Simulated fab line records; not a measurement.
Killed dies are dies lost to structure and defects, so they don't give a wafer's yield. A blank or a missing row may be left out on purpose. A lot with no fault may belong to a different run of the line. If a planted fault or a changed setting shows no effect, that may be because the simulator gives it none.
Struck lot and sound lot, side by side / flow gf180mcu / 15 steps out of a route of 602
Sound: the wafers L202.2, L202.4, L202.5. Struck: wafer L212.6. (L212.1, L212.3 of the same lot were not struck and are left out.) The cause comes at the end.
For every step that has rows: the tool of each side, followed by ch and its chambers, followed by its first start. Under that, the readings that differ: sound wafers / struck wafers / difference of the means / sigmas: that difference in standard deviations of wafers without a fault.
alike: words and numbers the same on both sides, and readings whose means are apart by under 2 such deviations; not compared: readings that were withheld, readings missing a value for some wafer, numbers with overlapping values and no deviation given by the record, and bounds like >300 which may hide the same value.
A row with sigmas, a row that says differs or no value, or rows on one side alone: a step with any of these is where the two part. When numbers do not overlap yet have no deviation, they are printed without sigmas and do not part them. A reading missing from all wafers of one side parts the sides only when that side holds two or more wafers.

first, 5 steps without rows for these wafers: GF_V5_COAT_09 (resist thk 1000 nm); GF_V5_SOFTBAKE_10 (time 60 s); GF_V5_EXPOSE_11 (exposes mask Via5, target cd 260 nm); GF_V5_PEB_12 (peb time 90 s); GF_V5_DEVELOP_13 (develop time 60 s).
GF_V5_CD_MEAS_14: the cd target is 260 nm.
  struck on cdSem-01, day 31 13:54; sound on cdSem-01, day 28 09:53
  alike: cdNm
GF_V5_OVL_MEAS_15:
  struck on overlay-02, day 31 14:01; sound on overlay-02, day 28 09:59
  alike: V5_OVL
GF_V5_ETCH_16: etches BARC in N2/H2.
  sound on rieDiel-03 ch 0,3, day 28 10:01; struck on rieDiel-04 ch 1, day 31 14:03
  alike: drypumpMotorCurrentA, oesProductAu, throttleValvePct
GF_V5_ETCH_17: etches SiO2 in C4F8/O2/Ar, stops on TiN, target depth 855 nm.
  sound: rieDiel-03 ch 0,3; struck: rieDiel-04 ch 1
  alike: oesProductAu
GF_V5_STRIP_18: strips in O2/N2.
  sound on plasmaAsher-04 ch 1, day 28 10:10; struck on plasmaAsher-03 ch 1, day 31 14:12
reading=heaterPowerW (W); sound=312 306 308; struck=350; difference=+41; sigmas=+2
  alike: drypumpMotorCurrentA, oesProductAu
  not compared: rfHoursCounterH
then, 2 steps without rows for these wafers: GF_V5_STRIP_19 (strips in post etch residue remover, time 1200 s); GF_V5_CLEAN_20 (cleans in DIW).
GF_V5_SPUTTER_21: material Ti, target thk 15 nm, time 80.02 s.
  struck on pvdSputter-01, day 31 14:46; sound on pvdSputter-01, day 28 10:42
reading=chamberPressurePa (Pa); sound=4.994 4.986 4.998; struck=5.379; difference=+0.386; sigmas=+43
reading=model.Ti_of_V5_SPUTTER_21.thkNm (nm); sound=14.71 14.56 14.76; struck=13.94; difference=-0.74; sigmas=
  alike: throttleValvePct
GF_V5_SPUTTER_22: material TiN, target thk 10 nm, time 40 s.
  struck on pvdSputter-01, day 31 14:49; sound on pvdSputter-01, day 28 10:46
  alike: chamberPressurePa, throttleValvePct
after that, 1 step had no rows for these wafers: GF_PASSIVATION_PROBE_99.

## WHERE THEY PART
At GF_V5_STRIP_18 first; at GF_V5_SPUTTER_21 last (within this record only). Later steps at which nothing parts them and some readings are alike: GF_V5_SPUTTER_22.

WHY: whatever the simulator had introduced
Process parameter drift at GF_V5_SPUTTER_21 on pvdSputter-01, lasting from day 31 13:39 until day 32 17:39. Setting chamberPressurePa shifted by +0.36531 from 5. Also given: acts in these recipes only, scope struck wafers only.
